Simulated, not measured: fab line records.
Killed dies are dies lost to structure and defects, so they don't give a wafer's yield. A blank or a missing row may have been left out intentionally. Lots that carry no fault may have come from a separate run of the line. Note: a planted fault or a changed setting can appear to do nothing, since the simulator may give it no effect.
Chamber matching || flow sky130 || SKY_LI_CONTACT_CMP_02 on cmp-01: 4 sister chambers
The step polishes PSG. 30 wafers are shown with their chamber, then 12 later ones without.

== EACH WAFER AND ITS CHAMBER ==
{"wafer": "L075.2", "chamber": 1, "motor_current_A (A)": 11.3, "time_to_endpoint_s (s)": 28.9, "retaining_ring_pressure_frac": 1.001}
{"wafer": "L075.4", "chamber": 0, "motor_current_A (A)": 12.3, "time_to_endpoint_s (s)": 30.4, "retaining_ring_pressure_frac": 0.999}
{"wafer": "L075.5", "chamber": 3, "motor_current_A (A)": 12.2, "time_to_endpoint_s (s)": 30.9, "retaining_ring_pressure_frac": 1.007}
{"wafer": "L077.4", "chamber": 3, "motor_current_A (A)": 12.6, "time_to_endpoint_s (s)": 30.4, "retaining_ring_pressure_frac": 1.002}
{"wafer": "L077.5", "chamber": 2, "motor_current_A (A)": 12.5, "time_to_endpoint_s (s)": 30.6, "retaining_ring_pressure_frac": 0.996}
{"wafer": "L077.6", "chamber": 1, "motor_current_A (A)": 11.6, "time_to_endpoint_s (s)": 29.9, "retaining_ring_pressure_frac": 1.005}
{"wafer": "L076.1", "chamber": 0, "motor_current_A (A)": 12.3, "time_to_endpoint_s (s)": 32.0, "retaining_ring_pressure_frac": 0.995}
{"wafer": "L076.2", "chamber": 2, "motor_current_A (A)": 12.6, "time_to_endpoint_s (s)": 33.8, "retaining_ring_pressure_frac": 1.001}
{"wafer": "L076.6", "chamber": 2, "motor_current_A (A)": 12.3, "time_to_endpoint_s (s)": 36.5, "retaining_ring_pressure_frac": 0.997}
{"wafer": "L080.1", "chamber": 2, "motor_current_A (A)": 12.3, "time_to_endpoint_s (s)": 32.4, "retaining_ring_pressure_frac": 1.009}
{"wafer": "L080.5", "chamber": 1, "motor_current_A (A)": 11.8, "time_to_endpoint_s (s)": 32.1, "retaining_ring_pressure_frac": 0.997}
{"wafer": "L080.6", "chamber": 2, "motor_current_A (A)": 12.6, "time_to_endpoint_s (s)": 33.0, "retaining_ring_pressure_frac": 1.007}
{"wafer": "L081.3", "chamber": 0, "motor_current_A (A)": 12.5, "time_to_endpoint_s (s)": 36.2, "retaining_ring_pressure_frac": 0.997}
{"wafer": "L081.4", "chamber": 3, "motor_current_A (A)": 12.4, "time_to_endpoint_s (s)": 30.7, "retaining_ring_pressure_frac": 0.999}
{"wafer": "L081.6", "chamber": 2, "motor_current_A (A)": 12.7, "time_to_endpoint_s (s)": 33.5, "retaining_ring_pressure_frac": 1.006}
{"wafer": "L083.2", "chamber": 1, "motor_current_A (A)": 12.4, "time_to_endpoint_s (s)": 33.1, "retaining_ring_pressure_frac": 1.004}
{"wafer": "L083.4", "chamber": 2, "motor_current_A (A)": 12.3, "time_to_endpoint_s (s)": 32.1, "retaining_ring_pressure_frac": 0.992}
{"wafer": "L083.6", "chamber": 1, "motor_current_A (A)": 11.1, "time_to_endpoint_s (s)": 33.4, "retaining_ring_pressure_frac": 1.001}
{"wafer": "L084.1", "chamber": 1, "motor_current_A (A)": 11.6, "time_to_endpoint_s (s)": 29.5, "retaining_ring_pressure_frac": 0.989}
{"wafer": "L084.5", "chamber": 1, "motor_current_A (A)": 11.4, "time_to_endpoint_s (s)": 33.8, "retaining_ring_pressure_frac": 0.985}
{"wafer": "L084.6", "chamber": 0, "motor_current_A (A)": 11.9, "time_to_endpoint_s (s)": 32.0, "retaining_ring_pressure_frac": 1.003}
{"wafer": "L086.2", "chamber": 1, "motor_current_A (A)": 11.9, "time_to_endpoint_s (s)": 36.4, "retaining_ring_pressure_frac": 1.006}
{"wafer": "L086.3", "chamber": 0, "motor_current_A (A)": 11.8, "time_to_endpoint_s (s)": 32.0, "retaining_ring_pressure_frac": 1.004}
{"wafer": "L086.6", "chamber": 2, "motor_current_A (A)": 12.3, "time_to_endpoint_s (s)": 32.0, "retaining_ring_pressure_frac": 0.997}
{"wafer": "L088.1", "chamber": 2, "motor_current_A (A)": 11.9, "time_to_endpoint_s (s)": 30.2, "retaining_ring_pressure_frac": 1.000}
{"wafer": "L088.2", "chamber": 1, "motor_current_A (A)": 12.3, "time_to_endpoint_s (s)": 31.4, "retaining_ring_pressure_frac": 0.996}
{"wafer": "L088.3", "chamber": 0, "motor_current_A (A)": 11.9, "time_to_endpoint_s (s)": 30.4, "retaining_ring_pressure_frac": 1.004}
{"wafer": "L090.1", "chamber": 0, "motor_current_A (A)": 12.1, "time_to_endpoint_s (s)": 33.5, "retaining_ring_pressure_frac": 0.991}
{"wafer": "L090.3", "chamber": 2, "motor_current_A (A)": 12.2, "time_to_endpoint_s (s)": 34.9, "retaining_ring_pressure_frac": 1.004}
{"wafer": "L090.6", "chamber": 0, "motor_current_A (A)": 11.8, "time_to_endpoint_s (s)": 29.7, "retaining_ring_pressure_frac": 1.003}

SIGNATURES (averages over the wafers above)
{"reading": "motor_current_A", "chamber 0": 12.075, "chamber 1": 11.711, "chamber 2": 12.370, "chamber 3": 12.400, "scatter within a chamber": 0.317}
{"reading": "time_to_endpoint_s", "chamber 0": 32.025, "chamber 1": 32.056, "chamber 2": 32.900, "chamber 3": 30.667, "scatter within a chamber": 2.05}
{"reading": "retaining_ring_pressure_frac", "chamber 0": 0.99950, "chamber 1": 0.99822, "chamber 2": 1.00090, "chamber 3": 1.00267, "scatter within a chamber": 0.00585}
Rule: distance of a wafer from a chamber = root of the sum over the readings of ((wafer's reading minus chamber's mean) / reading's scatter) squared. The wafer belongs to the nearest chamber; if the next one is less than 2 further off, it can't be placed. The scatter: take each reading less its chamber's mean, square it, sum over the shown wafers, divide by the number of wafers less the number of chambers, and take the root.

== WAFERS WITHOUT THEIR CHAMBER ==
{"wafer": "L091.3", "motor_current_A (A)": 12.5, "time_to_endpoint_s (s)": 32.5, "retaining_ring_pressure_frac": 1.000}
{"wafer": "L091.5", "motor_current_A (A)": 12.0, "time_to_endpoint_s (s)": 30.2, "retaining_ring_pressure_frac": 1.003}
{"wafer": "L091.6", "motor_current_A (A)": 11.4, "time_to_endpoint_s (s)": 30.7, "retaining_ring_pressure_frac": 1.002}
{"wafer": "L092.2", "motor_current_A (A)": 12.1, "time_to_endpoint_s (s)": 31.9, "retaining_ring_pressure_frac": 0.999}
{"wafer": "L092.5", "motor_current_A (A)": 12.7, "time_to_endpoint_s (s)": 34.3, "retaining_ring_pressure_frac": 0.994}
{"wafer": "L092.6", "motor_current_A (A)": 11.5, "time_to_endpoint_s (s)": 30.1, "retaining_ring_pressure_frac": 1.000}
{"wafer": "L095.1", "motor_current_A (A)": 12.3, "time_to_endpoint_s (s)": 28.6, "retaining_ring_pressure_frac": 1.004}
{"wafer": "L095.5", "motor_current_A (A)": 11.2, "time_to_endpoint_s (s)": 29.5, "retaining_ring_pressure_frac": 0.999}
{"wafer": "L095.6", "motor_current_A (A)": 12.0, "time_to_endpoint_s (s)": 26.5, "retaining_ring_pressure_frac": 1.001}
{"wafer": "L097.3", "motor_current_A (A)": 11.6, "time_to_endpoint_s (s)": 30.9, "retaining_ring_pressure_frac": 0.998}
{"wafer": "L097.4", "motor_current_A (A)": 12.4, "time_to_endpoint_s (s)": 29.0, "retaining_ring_pressure_frac": 0.998}
{"wafer": "L097.5", "motor_current_A (A)": 12.2, "time_to_endpoint_s (s)": 30.1, "retaining_ring_pressure_frac": 0.997}

== WHICH CHAMBER EACH ONE RAN IN ==
{"wafer": "L091.3", "from the rows above": "can't be placed: 2 or 3 or 0", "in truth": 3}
{"wafer": "L091.5", "from the rows above": "can't be placed: 0 or 3 or 1 or 2", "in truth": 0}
{"wafer": "L091.6", "from the rows above": "can't be placed: 1 or 0 or 3 or 2", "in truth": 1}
{"wafer": "L092.2", "from the rows above": "can't be placed: 0 or 2 or 1 or 3", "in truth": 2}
{"wafer": "L092.5", "from the rows above": "can't be placed: 2 or 0 or 3 or 1", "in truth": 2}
{"wafer": "L092.6", "from the rows above": "can't be placed: 1 or 0 or 3 or 2", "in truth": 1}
{"wafer": "L095.1", "from the rows above": "can't be placed: 3 or 0 or 2 or 1", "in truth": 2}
{"wafer": "L095.5", "from the rows above": "can't be placed: 1 or 0 or 3", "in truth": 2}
{"wafer": "L095.6", "from the rows above": "can't be placed: 3 or 0 or 1 or 2", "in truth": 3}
{"wafer": "L097.3", "from the rows above": "can't be placed: 1 or 0 or 3", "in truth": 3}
{"wafer": "L097.4", "from the rows above": "can't be placed: 3 or 0 or 2 or 1", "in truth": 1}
{"wafer": "L097.5", "from the rows above": "can't be placed: 0 or 3 or 2 or 1", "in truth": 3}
Placed correctly: 0 of 12. Unplaceable from these rows: 12, with the true chamber sitting among the candidates in 11. Wrongly placed: 0.
